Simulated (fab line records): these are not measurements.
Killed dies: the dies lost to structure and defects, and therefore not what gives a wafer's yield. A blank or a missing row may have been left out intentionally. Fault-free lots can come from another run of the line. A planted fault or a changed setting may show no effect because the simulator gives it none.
Which tool was responsible? :: flow sky130 :: 7 lots, 21 wafers sampled, at 2 steps of a route of 708

## WHAT THE GAUGES SHOWED, per wafer
SKY_CONTACT_RS_MEAS_25: measures by four-point-probe.
lot: L317
measured: day 32 11:30
on: film metro-01
CONTACT_W_RS (ohm/sq): 0.342 0.344 0.341

lot: L323
measured: day 34 17:02
on: film metro-01
CONTACT_W_RS (ohm/sq): 0.345 0.343 0.341

lot: L326
measured: day 35 14:22
on: film metro-03
CONTACT_W_RS (ohm/sq): 0.333 0.320 0.336

lot: L330
measured: day 36 13:01
on: film metro-02
CONTACT_W_RS (ohm/sq): 0.326 0.337 0.328

lot: L332
measured: day 37 04:15
on: film metro-03
CONTACT_W_RS (ohm/sq): 0.326 0.335 0.331

lot: L336
measured: day 38 04:21
on: film metro-02
CONTACT_W_RS (ohm/sq): 0.337 0.340 0.342

lot: L338
measured: day 38 20:52
on: film metro-02
CONTACT_W_RS (ohm/sq): 0.340 0.344 0.343

## WHICH TOOL RAN EACH LOT (tool, then ch and the chambers of the sampled wafers, then the start)
lot: L317
SKY_CONTACT_CVD_24: cvd w-01 ch 0,1, day 32 11:23

lot: L323
SKY_CONTACT_CVD_24: cvd w-01 ch 0,1, day 34 16:55

lot: L326
SKY_CONTACT_CVD_24: cvd w-02 ch 0,1, day 35 14:16

lot: L330
SKY_CONTACT_CVD_24: cvd w-02 ch 0,1, day 36 12:53

lot: L332
SKY_CONTACT_CVD_24: cvd w-02 ch 0,1, day 37 04:08

lot: L336
SKY_CONTACT_CVD_24: cvd w-01 ch 0,1, day 38 04:13

lot: L338
SKY_CONTACT_CVD_24: cvd w-01 ch 0,1, day 38 20:44
- SKY_CONTACT_CVD_24: deposits W, target thk 340 nm, time 102.12 s.

## THE ANSWER, worked out from the rows above alone
Rule: what is usual is taken from the lots themselves. Put in order of their means at a reading, lots are off if they are a third of the lots or fewer, leave a main group of 4 or more, and stand apart from it by a gap of 3 or more times the standard deviation of the main group's means; of several such gaps the widest counts. A main group is skipped when, at the precision printed for the reading in the tables above, its means are all equal. Also off: a lot with no number at a reading for which 4 or more lots have one. Where the step has rows for the other lots, those lots are counted as sound.
Across all readings shown, no lot is off: no conclusion can be drawn from this.

## WHAT THE SIMULATOR PUT IN
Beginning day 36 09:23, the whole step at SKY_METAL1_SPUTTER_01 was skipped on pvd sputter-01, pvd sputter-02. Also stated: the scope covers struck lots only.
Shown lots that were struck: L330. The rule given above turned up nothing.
